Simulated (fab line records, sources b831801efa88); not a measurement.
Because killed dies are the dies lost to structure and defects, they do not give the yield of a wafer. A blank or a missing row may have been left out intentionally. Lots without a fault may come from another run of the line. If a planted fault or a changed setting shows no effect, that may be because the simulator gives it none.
Matching of chambers -- flow gf180mcu -- GF_CONTACT_CMP_27 on cmp-02 has 4 sister chambers
The step polishes, stops on SiO2, t overpolish 15 s, target thk 0 nm. 4 wafers are shown with their chamber, then 8 later ones without.

## WAFERS, EACH WITH ITS CHAMBER
wafer,chamber,motorCurrentA (A)
L958.2,1,9.7
L961.2,0,11.8
L961.6,2,10.5
L962.2,3,11.9

## WAFERS WITH NO CHAMBER GIVEN
wafer,motorCurrentA (A)
L962.3,10.8
L962.5,11.0
L969.2,9.6
L969.3,10.6
L969.4,12.6
L972.1,12.6
L972.5,11.0
L972.6,11.5

## WHICH CHAMBER EACH WENT THROUGH
wafer,from the rows above,in truth
L962.3,can't be placed: 2 or 0 or 3 or 1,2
L962.5,can't be placed: 2 or 0 or 3 or 1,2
L969.2,can't be placed: 1 or 2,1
L969.3,can't be placed: 2 or 1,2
L969.4,can't be placed: 3 or 0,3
L972.1,can't be placed: 3 or 0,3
L972.5,can't be placed: 2 or 0 or 3 or 1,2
L972.6,can't be placed: 0 or 3 or 2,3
0 of 8 placed correctly. Unplaceable from these rows: 8, with the true chamber sitting among the candidates in 8. Wrongly placed: 0.
How it was worked out, from the rows above alone: a wafer's distance from a chamber is the root of the sum, over the readings, of the square of ((its reading less the chamber's mean) divided by the reading's scatter). If the next closest chamber is less than 2 further off than the closest, the wafer can't be placed; otherwise it belongs to the closest. The mean given for a chamber averages the wafers shown for that chamber. The scatter (one wafer shown for each chamber): square how far every hidden wafer sits from the nearest shown wafer, average those squares and take the square root.
